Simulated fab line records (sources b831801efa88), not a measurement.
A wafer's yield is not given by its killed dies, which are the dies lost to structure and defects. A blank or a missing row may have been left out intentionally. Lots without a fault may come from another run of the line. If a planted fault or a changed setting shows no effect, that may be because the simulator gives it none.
2 desks, one fault ; flow sky130 ; what lay behind the numbers comes last; until then each desk has only its own

== THE TOOL OWNER'S DESK: implanter-02 ==
SKY_LDD_HVN_IMPLANT_08, tool's own readings: per-lot mean of the sampled wafers with a number, covering each lot this tool ran. A lot is out of limits, marked OUT, if its mean lies more than 4 standard deviations from the usual mean; the brackets give that distance.
Columns: A = tiltDeg at SKY_LDD_HVN_IMPLANT_08, usual 40.002 degrees
lot;first seen here;A
L177;day 20 15:10;39.978
L184;day 22 18:32;0.006 (-99 or more) OUT
L186;day 23 17:43;0.028 (-99 or more) OUT
L196;day 27 02:05;40.028
L197;day 27 08:41;39.996
Finding of this desk: L184, L186 out of limits; the first was L184 at day 22 18:32, on tiltDeg at SKY_LDD_HVN_IMPLANT_08. In limits: L177, L196, L197.

== THE METROLOGY DESK ==
What the gauges read, lot by lot, whatever tool the lot ran on: means of the sampled wafers that have a number. A lot is out of limits, marked OUT, if its mean lies more than 4 standard deviations from the usual mean; the brackets give that distance.
Columns: A = LDD_HVN_TW at SKY_LDD_HVN_TW_MEAS_10, usual 1432; B = LDD_HVP_OVL at SKY_LDD_HVP_OVL_MEAS_07, usual 1.0 nm
lot;first seen here;A;B
L177;day 20 15:25;1424;0.2
L179;day 20 19:15;1435;0.9
L180;day 21 17:29;1437;1.1
L181;day 22 02:35;1434;1.1
L184;day 22 18:47;1284 (-15) OUT;0.7
L186;day 23 17:56;1284 (-15) OUT;2.1
L189;day 24 13:00;1431;-0.5
L192;day 25 15:41;1434;1.5
L196;day 27 02:19;1443;1.1
L197;day 27 08:53;1440;0.9
L198;day 27 19:22;1420;3.4
L199;day 28 03:19;1413;2.0
This desk's result: L184, L186 out of limits, first on L184 (LDD_HVN_TW at SKY_LDD_HVN_TW_MEAS_10), day 22 18:47. In limits: L177, L179, L180, L181, L189, L192, L196, L197, L198, L199.

== TAKEN TOGETHER ==
The tool owner's desk had the chance to raise an alarm at day 22 18:32 on L184, L186.
L184, L186 would have let the metrology desk raise an alarm at day 22 18:47.
Of the lots named, all ran SKY_LDD_HVN_IMPLANT_08 on implanter-02.

== WHAT THE SIMULATOR PUT IN ==
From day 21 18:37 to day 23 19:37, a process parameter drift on implanter-02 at SKY_LDD_HVN_IMPLANT_08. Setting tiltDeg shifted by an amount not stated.
Struck lots among those shown: L184, L186.
Counting hours from when the fault started, the first reading out of limits came at 24 for the tool owner's desk and at 24 for the metrology desk.
